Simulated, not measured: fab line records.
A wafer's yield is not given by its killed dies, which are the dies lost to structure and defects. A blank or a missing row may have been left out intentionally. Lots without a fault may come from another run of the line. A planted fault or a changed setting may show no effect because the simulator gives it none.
fab line records	flow sky130
record lots=6	wafers=18	last-day=50
route steps=708 shown FIELD_ISO@21 NWELL@32 DNWELL@35 PWDE@45 SONOS_ONO@183 PAD_OPEN@708
lots that met no fault: from a run of the same line without faults
start-h: start of the lot's first displayed wafer, in hours after the record's first day	wait-h: time in hours since the lot's previous step	" same as the row above	L1.1+2: a single row standing in for several wafers	- either no value or no given start	* or withheld: withheld	< > ~ a bound
route shown NAME@n: a module of which the file shows steps, and the number in the route of the first	usual: mean/standard deviation taken from wafers without a fault	same: alike in all rows	chamber/n: place in a boat	sites: each site's reading	_std_site: standard deviation of those values	_edge_site: inner sites' mean taken away from outer sites' mean	radius-mm: for every site, how far away it sits from the centre of the wafer	mask NAME#n: copy n	behind: tool/chamber where the wafer was last shaped	hold: what put the lot on hold/how long, in hours/how the hold closed	device: whichever transistor did not switch (one of n, p or np)	end of line: at the end of the route, the tests of the same wafers	step lacking rows: just its recipe	killed: count of dies lost to structure and defects at first sort (not the wafer's yield)	map: a wafer's dies, x killed, . not, _ none there
set.NAME: the run value of the setting; set.NAME@STEP: its run value at that earlier step	model.NAME: the simulator's own value behind a step, which no gauge read
lots at selected steps of the route; one table per step, one row per wafer
services: the hour from which a tool's chamber was out of use, counted from the record's first day as start-h (under 0 if before that day), plus the number of hours and why
## steps
# step SKY_FIELD_ISO_CLEAN_20
# recipe chemistry=dHF	time-s=20	dilution=100:1
# step SKY_FIELD_ISO_WET_ETCH_21
# recipe chemistry=dHF	dilution=100:1	target-depth-nm=20	dry=ipa-marangoni	target=SiO2	temp-c=25	time-s=400
# step SKY_FIELD_ISO_OXIDATION_22
# recipe temp-c=950	ambient=O2	stabilise-s=600	purge-s=300	target-thk-a=100	ox-time-s=623
# step SKY_FIELD_ISO_THK_MEAS_23
# recipe reads=SiO2_of_FIELD_ISO_OXIDATION_22
# usual FIELD_ISO_OXIDATION_01_THK=10.08/0.16
lot.wafer	tool	chamber	start-h	wait-h	FIELD_ISO_OXIDATION_01_THK[nm]
L458.3	film-metro-02	-	70.02	0.0	10.02
L458.5	"	-	"	"	9.91
L458.6	"	-	"	"	10.04
L464.2	film-metro-02	-	100.10	0.0	10.19
L464.3	"	-	"	"	10.03
L464.5	"	-	"	"	10.08
L465.2	film-metro-02	-	104.16	0.0	9.88
L465.5	"	-	"	"	9.95
L465.6	"	-	"	"	10.03
L466.2	film-metro-02	-	108.63	0.0	9.99
L466.3	"	-	"	"	10.00
L466.5	"	-	"	"	9.80
L469.1	film-metro-03	-	125.34	0.0	10.06
L469.3	"	-	"	"	10.32
L469.6	"	-	"	"	10.17
L473.2	film-metro-02	-	145.66	0.0	10.40
L473.5	"	-	"	"	10.42
L473.6	"	-	"	"	10.51
# step SKY_FIELD_ISO_CVD_24
# recipe material=SiO2	target-thk-nm=595	temp-c=650	sigma-open-frac=0.3	time-s=99.2	sih4-flow-sccm=60	pressure-mtorr=6
# step SKY_FIELD_ISO_THK_MEAS_25
# recipe reads=SiO2_of_FIELD_ISO_CVD_24
# usual FIELD_ISO_CVD_24_THK=594/7.1
lot.wafer	tool	chamber	start-h	wait-h	FIELD_ISO_CVD_24_THK[nm]
L458.3	film-metro-03	-	72.18	0.1	583
L458.5	"	-	"	"	600
L458.6	"	-	"	"	595
L464.2	film-metro-03	-	100.23	0.0	606
L464.3	"	-	"	"	607
L464.5	"	-	"	"	596
L465.2	film-metro-03	-	104.29	0.0	589
L465.5	"	-	"	"	586
L465.6	"	-	"	"	581
L466.2	film-metro-03	-	108.76	0.0	599
L466.3	"	-	"	"	597
L466.5	"	-	"	"	608
L469.1	film-metro-01	-	125.47	0.0	589
L469.3	"	-	"	"	596
L469.6	"	-	"	"	588
L473.2	film-metro-03	-	145.79	0.0	587
L473.5	"	-	"	"	577
L473.6	"	-	"	"	590
# step SKY_FIELD_ISO_ANNEAL_26
# recipe temp-c=1000	time-s=1800	ambient=N2
# step SKY_FIELD_ISO_CMP_27
# recipe stop-on=Si3N4	t-overpolish-s=16	down-force-psi=4	platen-rpm=60	target-thk-nm=457.8	pad-velocity-m-s=0.94248
# usual motor-current-A=11.6/1.2	overpolish-run-s=15.999/0.0092	slurry-filter-dp-kPa=13.50/0.14	slurry-flow-ml-min=150.0/0.49	time-to-endpoint-s=112/3.5
lot.wafer	tool	chamber	start-h	wait-h	motor-current-A	overpolish-run-s	slurry-filter-dp-kPa	slurry-flow-ml-min	time-to-endpoint-s
L458.3	cmp-02	3	74.09	0.1	11.4	15.998	13.59	149.7	104
L458.5	"	2	"	"	10.1	15.992	13.46	149.8	110
L458.6	"	3	"	"	11.6	15.998	13.64	150.3	106
L464.3	cmp-02	1	102.48	0.1	11.8	16.000	13.81	150.9	115
L464.2	"	2	"	"	10.1	15.999	13.50	151.1	116
L464.5	"	3	"	"	11.4	15.983	13.49	151.0	113
L465.2	cmp-02	3	105.99	0.1	11.4	15.995	13.28	149.9	108
L465.5	"	0	"	"	10.5	16.006	13.33	149.2	112
L465.6	"	1	"	"	11.5	15.997	13.33	150.4	110
L466.2	cmp-02	0	110.31	0.0	11.6	15.993	13.70	149.7	117
L466.3	"	2	"	"	10.3	15.982	13.41	150.1	110
L466.5	"	0	"	"	11.0	16.007	13.52	149.7	115
L469.3	cmp-01	3	128.28	0.1	12.9	16.001	13.54	149.7	115
L469.1	"	1	"	"	13.1	15.992	13.53	150.2	109
L469.6	"	2	"	"	10.1	16.004	13.61	150.2	110
L473.2	cmp-01	0	148.44	0.0	10.6	15.975	13.54	149.8	112
L473.6	"	0	"	"	11.1	16.005	13.55	149.9	114
L473.5	"	1	"	"	14.4	16.007	13.33	150.5	110
# step SKY_FIELD_ISO_WET_ETCH_28
# recipe chemistry=dHF	target-depth-nm=23.7	target=SiO2	dilution=10:1	temp-c=25	time-s=47
# step SKY_FIELD_ISO_WET_ETCH_29
# recipe chemistry=H3PO4	target-depth-nm=160	target=Si3N4	temp-c=160	time-s=1825
# step SKY_FIELD_ISO_WET_ETCH_30
# recipe chemistry=dHF	target-depth-nm=25	target=SiO2	dilution=10:1	temp-c=25	time-s=50
# step SKY_NWELL_CLEAN_00
# recipe chemistry=SC1/SC2	mix=1:4:20	temp-c=70	time-s=150	dry=n2-spin
# step SKY_NWELL_OXIDATION_01
# recipe temp-c=900	ambient=O2	stabilise-s=600	purge-s=300	target-thk-a=100	ox-time-s=1418
# usual spike-tc-bottom-C=916.7/2.5	spike-tc-centre-C=900.8/1.6	spike-tc-lower-C=900.0/0.98	spike-tc-top-C=909.6/1	spike-tc-upper-C=901.1/1.2	tube-center-temp-C=899.99/0.08	tube_center_temp_C_max=902.3/0.37	zone-power-lower-pct=20.31/0.27	zone-power-upper-pct=17.07/0.21
# same ox-time-s=1418	purge-s=300
lot.wafer	tool	chamber	start-h	wait-h	spike-tc-bottom-C	spike-tc-centre-C	spike-tc-lower-C	spike-tc-top-C	spike-tc-upper-C	tube-center-temp-C	tube_center_temp_C_max	zone-power-lower-pct	zone-power-upper-pct	model.SiO2_of_NWELL_OXIDATION_01.thk-nm
L458.3	furnace-02	0	75.00	0.0	914.4	902.1	899.7	911.2	901.4	900.03	902.6	20.03	17.50	9.687
L458.5	"	0	"	"	914.6	899.8	900.7	909.9	903.0	899.95	902.1	20.10	16.97	9.967
L458.6	"	0	"	"	914.8	900.9	900.6	909.1	901.1	900.11	902.5	20.11	17.37	10.03
L464.2	furnace-01	0	103.29	0.0	919.6	900.7	900.1	908.9	902.7	900.05	902.5	20.62	16.91	9.956
L464.3	"	0	"	"	919.4	897.8	902.2	911.1	901.9	899.92	901.8	20.19	17.12	10.04
L464.5	"	0	"	"	918.6	898.7	900.6	908.7	900.8	899.98	901.8	20.46	16.95	10.01
L465.2	furnace-01	0	106.75	0.0	895.6	876.4	878.8	886.3	877.1	876.96	879.0	19.43	16.06	8.02
L465.5	"	0	"	"	897.0	878.3	878.6	886.8	878.6	877.12	879.4	19.40	16.10	8.028
L465.6	"	0	"	"	894.4	877.1	877.2	887.7	879.9	876.93	879.3	19.41	16.40	8.04
L466.2	furnace-01	0	113.97	2.8	896.3	877.9	877.5	887.7	878.9	876.91	878.9	19.56	16.17	8.206
L466.3	"	0	"	"	897.2	877.5	876.4	887.6	879.7	877	879.9	19.76	16.04	8.14
L466.5	"	0	"	"	895.5	877.7	877.8	886.7	878.8	877.15	879.5	19.40	16.30	8.218
L469.1	furnace-02	0	129.58	0.3	915.5	899.2	901.1	910.6	900.0	899.98	902.1	20.18	16.97	10.13
L469.3	"	0	"	"	914.0	902.0	899.4	911.5	899.7	899.99	902.0	20.10	16.96	10.06
L469.6	"	0	"	"	914.6	903.1	899.8	909.7	899.1	899.86	902.6	20.58	17.15	10.04
L473.2	furnace-02	0	149.35	0.0	914.3	903.8	901.3	909.9	899.7	900.08	902.5	19.87	17.28	9.586
L473.5	"	0	"	"	914.7	901.1	899.8	908.8	900.3	900.1	902.3	20.14	17.24	9.703
L473.6	"	0	"	"	916.1	902.2	901.1	910.0	900.5	900	902.4	20.18	17.16	9.832
# step SKY_NWELL_THK_MEAS_02
# recipe reads=SiO2_of_NWELL_OXIDATION_01
# usual NWELL_OXIDATION_THK=10.04/0.21
lot.wafer	tool	chamber	start-h	wait-h	NWELL_OXIDATION_THK[nm]
L458.3	film-metro-03	-	76.41	0.0	9.70
L458.5	"	-	"	"	9.92
L458.6	"	-	"	"	10.03
L464.2	film-metro-01	-	104.70	0.0	9.94
L464.3	"	-	"	"	10.04
L464.5	"	-	"	"	9.99
L465.2	film-metro-01	-	108.15	0.0	8.03
L465.5	"	-	"	"	8.02
L465.6	"	-	"	"	8.00
L466.2	film-metro-04	-	115.38	0.0	8.23
L466.3	"	-	"	"	8.16
L466.5	"	-	"	"	8.15
L469.1	film-metro-04	-	130.97	0.0	10.14
L469.3	"	-	"	"	10.08
L469.6	"	-	"	"	10.02
L473.2	film-metro-04	-	150.75	0.0	9.60
L473.5	"	-	"	"	9.74
L473.6	"	-	"	"	9.87
# step SKY_DNWELL_DEHYDRATE_00
# recipe temp-c=200	time-s=60
# step SKY_DNWELL_HMDS_01
# recipe prime-time-s=60	prime-temp-c=120
# step SKY_DNWELL_COAT_02
# recipe spin-rpm=1959	resist-thk-nm=3000
# step SKY_DNWELL_SOFTBAKE_03
# recipe temp-c=110	time-s=withheld
# step SKY_DNWELL_EXPOSE_04
# recipe mask-id=DNM	na=0.57	target-cd-nm=3000	dose-mj=222
# step SKY_DNWELL_PEB_05
# recipe temp-c=115	time-s=withheld
# step SKY_DNWELL_DEVELOP_06
# recipe wall-angle-deg=90	developer=TMAH	develop-time-s=60	dev-temp-c=23
# step SKY_DNWELL_IMPLANT_07
# recipe species=P	energy-kev=withheld	dose-cm2=withheld	tilt-deg=withheld
# step SKY_DNWELL_STRIP_08
# recipe chemistry=O2/N2	power-w=1400	pressure-mtorr=1500	platen-temp-c=withheld	o2-flow-sccm=3000	n2-flow-sccm=300	overash-fraction=0.5
# usual drypump-motor-current-A=5.9/0.48	oes-product-au=0.723/0.0045	strip-time-to-endpoint-s=37.37/0.11
lot.wafer	tool	chamber	start-h	wait-h	drypump-motor-current-A	oes-product-au	rf-hours-counter-h	strip-time-to-endpoint-s
L458.3	plasma-asher-04	0	93.60	0.1	6.4	0.716	-	37.48
L458.5	"	1	"	"	4.9	0.722	-	37.42
L458.6	"	0	"	"	6.4	0.720	-	37.54
L464.2	plasma-asher-03	0	123.89	0.1	6.0	0.724	32	37.33
L464.3	"	1	"	"	6.0	0.719	-	37.34
L464.5	"	1	"	"	6.0	0.722	-	37.48
L465.2	plasma-asher-03	1	127.31	0.1	6.0	0.717	32	37.49
L465.5	"	1	"	"	6.0	0.723	-	37.47
L465.6	"	0	"	"	6.0	0.725	-	37.49
L466.2	plasma-asher-04	0	134.31	0.1	6.3	0.728	1	37.45
L466.3	"	1	"	"	4.9	0.719	-	37.44
L466.5	"	1	"	"	5.0	0.718	-	37.46
L469.1	plasma-asher-02	1	149.39	0.1	6.4	0.721	46	37.27
L469.3	"	0	"	"	5.8	0.726	-	37.33
L469.6	"	1	"	"	6.4	0.721	-	37.27
L473.2	plasma-asher-04	0	169.81	0.1	6.3	0.718	5	37.39
L473.5	"	0	"	"	6.3	0.728	-	37.44
L473.6	"	1	"	"	4.9	0.731	-	37.50
# step SKY_DNWELL_TW_MEAS_09
# usual DNWELL_TW=1111/6.4
lot.wafer	tool	chamber	start-h	wait-h	DNWELL_TW
L458.3	film-metro-01	-	93.68	0.1	1120
L458.5	"	-	"	"	1126
L458.6	"	-	"	"	1122
L464.2	film-metro-03	-	124.00	0.1	1115
L464.3	"	-	"	"	1110
L464.5	"	-	"	"	1111
L465.2	film-metro-03	-	127.42	0.1	1116
L465.5	"	-	"	"	1118
L465.6	"	-	"	"	1112
L466.2	film-metro-01	-	134.42	0.1	1115
L466.3	"	-	"	"	1106
L466.5	"	-	"	"	1108
L469.1	film-metro-01	-	149.49	0.1	1111
L469.3	"	-	"	"	1110
L469.6	"	-	"	"	1104
L473.2	film-metro-03	-	169.92	0.1	1112
L473.5	"	-	"	"	1113
L473.6	"	-	"	"	1107
# step SKY_PWDE_DEHYDRATE_00
# recipe temp-c=200	time-s=60
# step SKY_PWDE_HMDS_01
# recipe prime-time-s=60	prime-temp-c=120
# step SKY_PWDE_COAT_02
# recipe spin-rpm=2000	resist-thk-nm=3000
# step SKY_PWDE_SOFTBAKE_03
# recipe temp-c=110	time-s=withheld
# step SKY_PWDE_EXPOSE_04
# recipe mask-id=PWDEM	na=0.6	source-shape=conventional	sigma-outer=0.6	polarization=unpolarized	target-cd-nm=840	dose-mj=214
# step SKY_PWDE_PEB_05
# recipe temp-c=115	time-s=withheld
# step SKY_PWDE_DEVELOP_06
# recipe wall-angle-deg=90	developer=TMAH	develop-time-s=61.48	dev-temp-c=23
# step SKY_PWDE_OVL_MEAS_07
# usual PWDE_OVL=-0.6/1.3
lot.wafer	tool	chamber	start-h	wait-h	PWDE_OVL[nm]
L458.3	overlay-01	-	112.08	-	1.0
L458.5	"	-	"	"	-3.2
L458.6	"	-	"	"	-0.8
L464.2	overlay-01	-	142.67	-	-1.0
L464.3	"	-	"	"	-1.3
L464.5	"	-	"	"	0.5
L465.2	overlay-02	-	146.67	-	-1.0
L465.5	"	-	"	"	-1.1
L465.6	"	-	"	"	-1.7
L466.2	overlay-02	-	153.22	-	-2.3
L466.3	"	-	"	"	-0.1
L466.5	"	-	"	"	-1.5
L469.1	overlay-02	-	169.01	-	-0.2
L469.3	"	-	"	"	0.6
L469.6	"	-	"	"	1.4
L473.2	overlay-01	-	189.82	-	-0.9
L473.5	"	-	"	"	0.3
L473.6	"	-	"	"	-2.8
# step SKY_PWDE_IMPLANT_08
# recipe species=B	energy-kev=150	dose-cm2=3.6e+12	tilt-deg=withheld
# step SKY_PWDE_STRIP_09
# recipe chemistry=O2/N2	power-w=1400	pressure-mtorr=1500	platen-temp-c=withheld	o2-flow-sccm=3000	n2-flow-sccm=300	overash-fraction=0.5
# usual drypump-motor-current-A=5.8/0.54	oes-product-au=0.722/0.0042	strip-time-to-endpoint-s=36.89/0.096
lot.wafer	tool	chamber	start-h	wait-h	drypump-motor-current-A	oes-product-au	rf-hours-counter-h	strip-time-to-endpoint-s
L458.3	plasma-asher-03	1	112.28	0.1	6.0	0.721	-	36.74
L458.5	"	1	"	"	6.0	0.724	-	36.75
L458.6	"	0	"	"	6.0	0.720	-	36.78
L464.2	plasma-asher-03	1	142.85	0.1	6.0	0.727	34	36.83
L464.3	"	1	"	"	6.0	0.719	-	36.91
L464.5	"	1	"	"	6.0	0.722	-	36.87
L465.2	plasma-asher-01	0	146.85	0.1	4.8	0.716	48	36.91
L465.5	"	0	"	"	4.8	0.714	-	36.90
L465.6	"	1	"	"	5.0	0.724	-	37.01
L466.2	plasma-asher-02	1	153.40	0.1	6.4	0.717	46	36.78
L466.3	"	1	"	"	6.5	0.724	-	36.85
L466.5	"	0	"	"	5.8	0.718	-	36.88
L469.1	plasma-asher-01	0	169.20	0.1	4.8	0.729	50	36.87
L469.3	"	0	"	"	4.8	0.721	-	36.95
L469.6	"	1	"	"	5.0	0.722	-	36.79
L473.2	plasma-asher-01	0	190.00	0.1	4.8	0.725	53	36.88
L473.5	"	0	"	"	4.8	0.722	-	36.85
L473.6	"	1	"	"	5.0	0.723	-	36.68
# step SKY_PWDE_TW_MEAS_10
# usual PWDE_TW=372.4/2
lot.wafer	tool	chamber	start-h	wait-h	PWDE_TW
L458.3	film-metro-04	-	112.37	0.1	373.8
L458.5	"	-	"	"	372.1
L458.6	"	-	"	"	372.5
L464.2	film-metro-03	-	142.96	0.1	374.2
L464.3	"	-	"	"	375.3
L464.5	"	-	"	"	375.7
L465.2	film-metro-01	-	146.96	0.1	370.1
L465.5	"	-	"	"	370.5
L465.6	"	-	"	"	372.9
L466.2	film-metro-03	-	153.51	0.1	373.8
L466.3	"	-	"	"	372.1
L466.5	"	-	"	"	373.2
L469.1	film-metro-01	-	169.30	0.1	373.3
L469.3	"	-	"	"	372.9
L469.6	"	-	"	"	372.6
L473.2	film-metro-01	-	190.11	0.1	372.8
L473.5	"	-	"	"	375.3
L473.6	"	-	"	"	374.4
# step SKY_NWELL_DEHYDRATE_03
# recipe temp-c=200	time-s=60
# step SKY_NWELL_HMDS_04
# recipe prime-time-s=60	prime-temp-c=120
# step SKY_NWELL_COAT_05
# recipe spin-rpm=2000	resist-thk-nm=3000
# step SKY_NWELL_SOFTBAKE_06
# recipe temp-c=110	time-s=withheld
# step SKY_NWELL_EXPOSE_07
# recipe mask-id=NWM	na=0.6	source-shape=conventional	sigma-outer=0.6	polarization=unpolarized	target-cd-nm=840	dose-mj=255
# step SKY_NWELL_PEB_08
# recipe temp-c=115	time-s=withheld
# step SKY_NWELL_DEVELOP_09
# recipe wall-angle-deg=90	developer=TMAH	develop-time-s=60	dev-temp-c=23
# step SKY_SONOS_ONO_ETCH_15
# recipe target-depth-nm=19.52	chemistry=CHF3/O2	source-w=600	bias-w=200	pressure-mtorr=40	chf3-flow-sccm=50	O2_flow_sccm=5	time-s=7.8
# usual drypump-motor-current-A=5.7/0.42	oes-product-au=0.998/0.012	rf-fwd-power-W=586.5/2.5	throttle-valve-pct=8.823/0.0092
lot.wafer	tool	chamber	start-h	wait-h	drypump-motor-current-A	oes-product-au	rf-fwd-power-W	rf-hours-counter-h	throttle-valve-pct	model.SiO2_of_NWELL_OXIDATION_01.thk-nm
L458.3	rie-diel-01	0	340.07	0.0	5.9	0.996	588.4	27	8.814	5.204
L458.5	"	2	"	"	5.3	0.997	584.9	-	8.823	5.466
L458.6	"	1	"	"	6.3	1.000	583.8	-	8.837	5.466
L464.2	rie-diel-01	3	388.77	0.0	5.7	0.982	588.7	23	8.811	5.543
L464.3	"	2	"	"	5.3	1.008	589.4	104	8.830	5.499
L464.5	"	3	"	"	5.7	0.987	590.1	-	8.826	5.609
L465.2	rie-diel-01	2	395.77	0.0	5.3	1.007	586.0	104	8.839	3.475
L465.5	"	2	"	"	5.3	1.005	585.3	-	8.828	3.483
L465.6	"	3	"	"	5.7	0.980	583.3	-	8.815	3.651
L466.2	rie-diel-02	2	402.47	0.0	5.6	0.999	584.7	11	8.828	3.693
L466.3	"	3	"	"	5.0	0.989	583.2	12	8.832	3.636
L466.5	"	2	"	"	5.6	0.994	585.9	-	8.815	3.685
L469.1	rie-diel-03	2	427.77	0.0	6.1	1.004	583.1	94	8.837	5.614
L469.3	"	3	"	"	5.4	0.993	590.8	69	8.826	5.611
L469.6	"	1	"	"	4.8	0.984	591.6	-	8.805	5.611
L473.2	rie-diel-01	1	460.07	0.0	6.3	1.017	581.7	8	8.822	4.99
L473.5	"	3	"	"	5.7	0.979	587.3	-	8.811	5.297
L473.6	"	2	"	"	5.3	1.024	584.2	-	8.825	5.223
# step SKY_PAD_OPEN_PROBE_99
# usual killed_at_M0_to_M3=42/7.6	killed_at_M4_up=3.4/2	killed-at-contacts=24/5.9	killed-at-front-end=16/4.5	killed-at-other=0.4/0.58	killed-dies=86/10	killed-on-rim=17/4.2	killed-open=47/7.6	killed-short=39/6.7
# same gross-dies=492	killed-at-back-side=0
lot.wafer	tool	chamber	start-h	wait-h	killed_at_M0_to_M3	killed_at_M4_up	killed-at-contacts	killed-at-front-end	killed-at-other	killed-dies	killed-on-rim	killed-open	killed-short	model.etest.pfet_16v.vt-v	model.etest.pfet-g5v0d10v5.vt-long-v
L458.3	prober-02	-	1124.28	0.2	32	6	26	10	1	75	17	44	31	-1.107	-0.9288
L458.5	prober-02	-	1124.38	0.2	43	4	18	16	0	81	16	40	41	-1.11	-0.9386
L458.6	prober-02	-	1124.43	0.2	28	4	26	14	0	72	16	30	42	-1.119	-0.942
L464.2	prober-02	-	1151.03	0.1	47	4	24	13	0	88	18	38	50	-1.098	-0.9328
L464.3	prober-02	-	1151.08	0.2	35	9	25	17	0	86	17	47	39	-1.088	-0.9243
L464.5	prober-02	-	1151.18	0.2	37	6	29	18	0	90	16	54	36	-1.087	-0.9139
L465.2	prober-02	-	1160.31	0.1	49	4	20	14	0	87	15	53	34	-1.111	-0.9392
L465.5	prober-02	-	1160.46	0.2	38	3	16	15	0	72	14	32	40	-1.11	-0.9416
L465.6	prober-02	-	1160.51	0.2	34	3	15	23	1	76	12	47	28	-1.111	-0.9415
L466.2	prober-02	-	1166.73	0.1	52	9	23	13	0	97	26	52	45	-1.062	-0.8978
L466.3	prober-02	-	1166.78	0.2	40	5	25	15	2	87	15	44	42	-1.052	-0.895
L466.5	prober-02	-	1166.88	0.2	51	5	22	21	0	99	24	52	47	-1.062	-0.8996
L469.1	prober-02	-	1179.83	0.1	42	6	31	15	0	94	13	55	39	-1.097	-0.9275
L469.3	prober-02	-	1179.93	0.2	48	1	18	23	0	90	17	52	38	-1.099	-0.9326
L469.6	prober-02	-	1180.08	0.2	39	2	27	13	0	81	18	37	44	-1.101	-0.9296
L473.2	prober-02	-	1195.68	0.1	26	4	14	17	1	62	11	31	31	-1.089	-0.9201
L473.5	prober-02	-	1195.83	0.2	48	2	31	10	1	92	24	50	41	-1.083	-0.9171
L473.6	prober-02	-	1195.88	0.2	30	6	32	13	0	81	15	42	39	-1.092	-0.9263
# killed by level:class
L458.3 CONTACT:geometric-particle:open=10 VIA1:geometric-particle:open=10 VIA3:geometric-particle:open=8 LI_CONTACT:geometric-particle:open=7 METAL4:geometric-particle:short=6 CONTACT:geometric-particle:short=5 METAL2:geometric-particle:short=4 LOCAL_INTERCONNECT:geometric-particle:short=3
L458.5 VIA1:geometric-particle:open=12 LI_CONTACT:geometric-particle:open=8 FIELD_ISO:geometric-particle:short=6 VIA1:geometric-particle:short=6 VIA2:geometric-particle:open=5 CONTACT:geometric-particle:open=4 METAL1:geometric-particle:short=4 VIA3:geometric-particle:short=4
L458.6 CONTACT:geometric-particle:open=10 METAL2:geometric-particle:short=7 FIELD_ISO:geometric-particle:short=5 LI_CONTACT:geometric-particle:open=4 LOCAL_INTERCONNECT:geometric-particle:short=4 METAL1:geometric-particle:short=4 VIA3:geometric-particle:short=4 SPACER:geometric-particle:short=3
L464.2 VIA2:geometric-particle:open=9 VIA1:geometric-particle:open=9 VIA1:geometric-particle:short=8 METAL2:geometric-particle:short=8 LOCAL_INTERCONNECT:geometric-particle:short=7 LI_CONTACT:geometric-particle:open=6 FIELD_ISO:geometric-particle:short=5 METAL1:geometric-particle:short=5
L464.3 CONTACT:geometric-particle:open=12 VIA1:geometric-particle:open=9 VIA3:geometric-particle:open=7 POLY_GATE:geometric-particle:short=6 LI_CONTACT:geometric-particle:open=6 METAL4:geometric-particle:short=6 FIELD_ISO:geometric-particle:open=4 METAL2:geometric-particle:short=4
L464.5 CONTACT:geometric-particle:open=14 VIA1:geometric-particle:open=10 VIA2:geometric-particle:open=9 CONTACT:geometric-particle:short=7 VIA3:geometric-particle:open=6 POLY_GATE:geometric-particle:short=4 VIA1:geometric-particle:short=4 METAL4:geometric-particle:short=4
L465.2 VIA1:geometric-particle:open=13 VIA3:geometric-particle:open=11 CONTACT:geometric-particle:open=9 LI_CONTACT:geometric-particle:open=5 VIA1:geometric-particle:short=5 VIA2:geometric-particle:open=5 METAL3:geometric-particle:short=4 VIA3:geometric-particle:short=4
L465.5 VIA1:geometric-particle:open=12 METAL1:geometric-particle:short=7 LOCAL_INTERCONNECT:geometric-particle:short=5 VIA2:geometric-particle:open=5 POLY_GATE:geometric-particle:short=4 CONTACT:geometric-particle:short=4 VIA1:geometric-particle:short=4 FIELD_ISO:geometric-particle:open=3
L465.6 VIA1:geometric-particle:open=8 FIELD_ISO:geometric-particle:short=8 CONTACT:geometric-particle:open=7 FIELD_ISO:geometric-particle:open=6 LI_CONTACT:geometric-particle:open=6 VIA2:geometric-particle:open=6 METAL1:geometric-particle:short=5 POLY_GATE:geometric-particle:open=3
L466.2 VIA1:geometric-particle:open=13 CONTACT:geometric-particle:open=10 VIA2:geometric-particle:open=8 VIA3:geometric-particle:open=7 VIA1:geometric-particle:short=6 METAL4:geometric-particle:short=6 FIELD_ISO:geometric-particle:short=5 METAL2:geometric-particle:short=5
L466.3 VIA1:geometric-particle:open=13 CONTACT:geometric-particle:open=13 POLY_GATE:geometric-particle:short=7 LI_CONTACT:geometric-particle:open=7 METAL2:geometric-particle:short=7 FIELD_ISO:geometric-particle:short=6 VIA1:geometric-particle:short=5 VIA3:geometric-particle:open=4
L466.5 VIA3:geometric-particle:open=11 VIA1:geometric-particle:open=11 VIA1:geometric-particle:short=11 FIELD_ISO:geometric-particle:short=9 CONTACT:geometric-particle:open=8 LI_CONTACT:geometric-particle:open=6 VIA3:geometric-particle:short=5 FIELD_ISO:geometric-particle:open=4
L469.1 CONTACT:geometric-particle:open=10 VIA1:geometric-particle:open=9 VIA2:geometric-particle:open=9 POLY_GATE:geometric-particle:open=7 LI_CONTACT:geometric-particle:open=7 VIA3:geometric-particle:open=7 METAL4:geometric-particle:short=6 LOCAL_INTERCONNECT:geometric-particle:short=6
L469.3 VIA1:geometric-particle:open=10 FIELD_ISO:geometric-particle:short=9 VIA3:geometric-particle:open=9 FIELD_ISO:geometric-particle:open=7 CONTACT:geometric-particle:open=7 LI_CONTACT:geometric-particle:open=6 METAL2:geometric-particle:short=6 VIA2:geometric-particle:open=5
L469.6 CONTACT:geometric-particle:open=9 METAL2:geometric-particle:short=8 CONTACT:geometric-particle:short=7 VIA1:geometric-particle:open=7 VIA2:geometric-particle:open=7 LI_CONTACT:geometric-particle:open=6 METAL1:geometric-particle:short=5 FIELD_ISO:geometric-particle:open=4
L473.2 LI_CONTACT:geometric-particle:open=8 METAL1:geometric-particle:short=5 FIELD_ISO:geometric-particle:short=4 POLY_GATE:geometric-particle:short=4 POLY_GATE:geometric-particle:open=4 VIA3:geometric-particle:open=4 METAL4:geometric-particle:short=4 CONTACT:geometric-particle:open=3
L473.5 VIA3:geometric-particle:open=10 CONTACT:geometric-particle:open=9 LI_CONTACT:geometric-particle:open=8 METAL1:geometric-particle:short=8 VIA1:geometric-particle:open=7 CONTACT:geometric-particle:short=6 LOCAL_INTERCONNECT:geometric-particle:short=6 VIA2:geometric-particle:open=5
L473.6 CONTACT:geometric-particle:short=9 LI_CONTACT:geometric-particle:open=8 POLY_GATE:geometric-particle:open=7 CONTACT:geometric-particle:open=7 VIA3:geometric-particle:open=6 LOCAL_INTERCONNECT:geometric-particle:short=6 METAL1:geometric-particle:short=6 METAL4:geometric-particle:short=4
## services
tool	chamber	start-h	hours	kind
cmp-02	-	64.26	4.0	pm
furnace-02	-	86.33	3.5	pm
plasma-asher-04	-	108.75	9.0	pm
cmp-02	-	123.07	5.2	pm
plasma-asher-03	-	124.72	0.8	repair
plasma-asher-04	-	129.69	4.3	repair
furnace-02	-	159.01	26.2	repair
furnace-01	-	174.13	1.2	repair
furnace-01	-	182.52	15.1	repair
plasma-asher-04	-	189.91	2.8	pm
furnace-02	-	197.70	3.6	pm
rie-diel-01	-	224.80	4.3	pm
rie-diel-01	0	252.71	3.6	repair
cmp-02	-	255.92	10.5	pm
plasma-asher-03	-	262.71	1.7	repair
plasma-asher-03	-	284.07	2.2	repair
cmp-02	-	291.70	0.5	repair
rie-diel-01	3	365.02	8.8	repair
cmp-02	-	404.26	4.0	pm
cmp-02	-	409.26	0.3	repair
rie-diel-01	-	413.35	0.8	repair
cmp-02	-	422.83	0.8	repair
cmp-02	-	431.99	0.3	repair
cmp-02	-	455.82	3.1	repair
## key
first-sign step=SKY_NWELL_OXIDATION_01	reading=tube-center-temp-C	direction=down	sigmas=99+	usual=*	struck=*
effect step=SKY_NWELL_OXIDATION_01	reading=tube_center_temp_C_max	direction=down	sigmas=63	usual=*	struck=*
effect step=SKY_NWELL_THK_MEAS_02	reading=NWELL_OXIDATION_THK	direction=down	sigmas=9.2	usual=10.04	struck=8.10
model-effect step=SKY_NWELL_OXIDATION_01	value=SiO2_of_NWELL_OXIDATION_01.thk-nm	without=10.4	struck=8.109
model-effect step=SKY_SONOS_ONO_ETCH_15	value=SiO2_of_NWELL_OXIDATION_01.thk-nm	without=5.897	struck=3.604
model-effect step=SKY_PAD_OPEN_PROBE_99	value=etest.pfet_16v.vt-v	without=-1.114	struck=-1.085
met-at SKY_NWELL_OXIDATION_01
struck-wafers L465.2,L465.5,L465.6,L466.2,L466.3,L466.5
tester-left-out L465,L466
onset-between 103.29 106.75
fault kind=process-parameter-drift	tool=furnace-01	chamber=-	onset-h=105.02	steps=SKY_NWELL_OXIDATION_01	channel=temp-c	offset=*	shape=step	end-h=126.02	acts-in=*	stated=*
# tester-left-out: of these lots the tester's yield and bins aren't shown, on N5 and GAA mostly nor the transistor test; their killed dies are dies lost to structure and defects alone, not to doping, threshold or leakage, so they don't give the yield
